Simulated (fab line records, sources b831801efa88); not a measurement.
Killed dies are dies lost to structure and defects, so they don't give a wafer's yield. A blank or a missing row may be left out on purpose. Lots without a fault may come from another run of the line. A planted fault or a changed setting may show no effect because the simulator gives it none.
Chamber matching | flow gf180mcu | GF_MIM_CVD_05 on pecvd-02: 3 sister chambers
The step deposits Si3N4, target thk 42 nm, time 29.086 s. 14 wafers are shown with their chamber, then 7 later ones without.

WAFERS WITH THEIR CHAMBER
wafer  | chamber | heater_power_w (W)
L274.2 | 2       | 439
L274.3 | 1       | 807
L274.6 | 2       | 430
L275.1 | 0       | 660
L275.2 | 1       | 732
L275.6 | 1       | 728
L280.2 | 1       | 861
L280.4 | 0       | 660
L280.5 | 1       | 877
L282.1 | 1       | 718
L282.2 | 2       | 506
L282.3 | 0       | 684
L283.3 | 2       | 488
L283.4 | 1       | 823

SIGNATURES (means of the wafers above)
reading        | chamber 0 | chamber 1 | chamber 2 | scatter within a chamber
heater_power_w | 668.00    | 792.29    | 465.75    | 52.9
Rule: a wafer's distance from a chamber is the root of the sum, over the readings, of the square of ((its reading less the chamber's mean) divided by the reading's scatter). The wafer belongs to the nearest chamber; if the next one is less than 2 further off, it can't be placed. The scatter: the root of (the sum of the squares of (reading less its chamber's mean) over the shown wafers, divided by (wafers less chambers)).

WAFERS WITHOUT THEIR CHAMBER
wafer  | heater_power_w (W)
L283.5 | 684
L291.1 | 505
L291.4 | 500
L291.5 | 851
L294.2 | 645
L294.3 | 859
L294.6 | 863

WHICH CHAMBER EACH WENT THROUGH
wafer  | from the rows above     | in truth
L283.5 | can't be placed: 0 or 1 | 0
L291.1 | 2                       | 2
L291.4 | 2                       | 2
L291.5 | 1                       | 1
L294.2 | 0                       | 0
L294.3 | 1                       | 1
L294.6 | 1                       | 1
Placed correctly: 6 of 7. Can't be placed from these rows: 1 (the true chamber is among the candidates in 1). Placed wrongly: 0.
